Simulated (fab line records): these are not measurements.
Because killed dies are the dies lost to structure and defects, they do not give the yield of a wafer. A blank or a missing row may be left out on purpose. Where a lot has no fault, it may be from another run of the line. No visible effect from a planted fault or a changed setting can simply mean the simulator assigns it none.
Which tool is to blame? :: flow sky130 :: 6 lots with 18 wafers sampled at 2 steps, on a route of 708 steps

## WHAT THE GAUGES SHOWED, per wafer
SKY_POLY_GATE_THK_MEAS_01.
lot: L632
measured: day 14 22:22
on: filmMetro-03
POLY_GATE_CVD_00_THK (nm): 181.9 182.2 179.9

lot: L638
measured: day 16 21:28
on: filmMetro-03
POLY_GATE_CVD_00_THK (nm): 181.5 181.2 182.2

lot: L645
measured: day 19 05:54
on: filmMetro-02
POLY_GATE_CVD_00_THK (nm): 180.7 180.2 181.1

lot: L647
measured: day 19 16:35
on: filmMetro-03
POLY_GATE_CVD_00_THK (nm): 177.8 179.3 178.8

lot: L651
measured: day 21 03:38
on: filmMetro-02
POLY_GATE_CVD_00_THK (nm): 179.5 178.7 180.8

lot: L654
measured: day 22 03:17
on: filmMetro-02
POLY_GATE_CVD_00_THK (nm): 181.3 182.8 181.7

## WHAT TOOL EACH LOT RAN ON (gives the tool, then ch and the chambers of the sampled wafers, and finally the start)
lot: L632
SKY_SONOS_ONO_ETCH_15: rieDiel-03 ch 0,2,3, day 13 11:51

lot: L638
SKY_SONOS_ONO_ETCH_15: rieDiel-03 ch 0,1,2, day 15 10:05

lot: L645
SKY_SONOS_ONO_ETCH_15: rieDiel-03 ch 0,2, day 17 17:04

lot: L647
SKY_SONOS_ONO_ETCH_15: rieDiel-03 ch 0,1,2, day 18 03:15

lot: L651
SKY_SONOS_ONO_ETCH_15: rieDiel-03 ch 0,2,3, day 19 16:11

lot: L654
SKY_SONOS_ONO_ETCH_15: rieDiel-01 ch 1,2,3, day 20 16:01
- SKY_SONOS_ONO_ETCH_15: etches the open film in CHF3/O2, target depth 19.52 nm, time 7.8 s.

## THE ANSWER, worked out from the rows above alone
Rule: the usual values come from the lots themselves. The widest of any qualifying gaps counts: lots, ordered by their means at a reading, are off when they make up no more than a third of the lots, leave a main group of 4 or more, and stand apart from it by 3 or more times the standard deviation of that group's means. Not used: any main group whose means are identical at the precision the tables above print for the reading. A lot without any number at a reading at which 4 lots or more have one is off too. Any other lot the step has rows for is counted as sound.
Nothing can be told from this: no lot is off at any reading shown.

## WHAT WAS PUT IN BY THE SIMULATOR
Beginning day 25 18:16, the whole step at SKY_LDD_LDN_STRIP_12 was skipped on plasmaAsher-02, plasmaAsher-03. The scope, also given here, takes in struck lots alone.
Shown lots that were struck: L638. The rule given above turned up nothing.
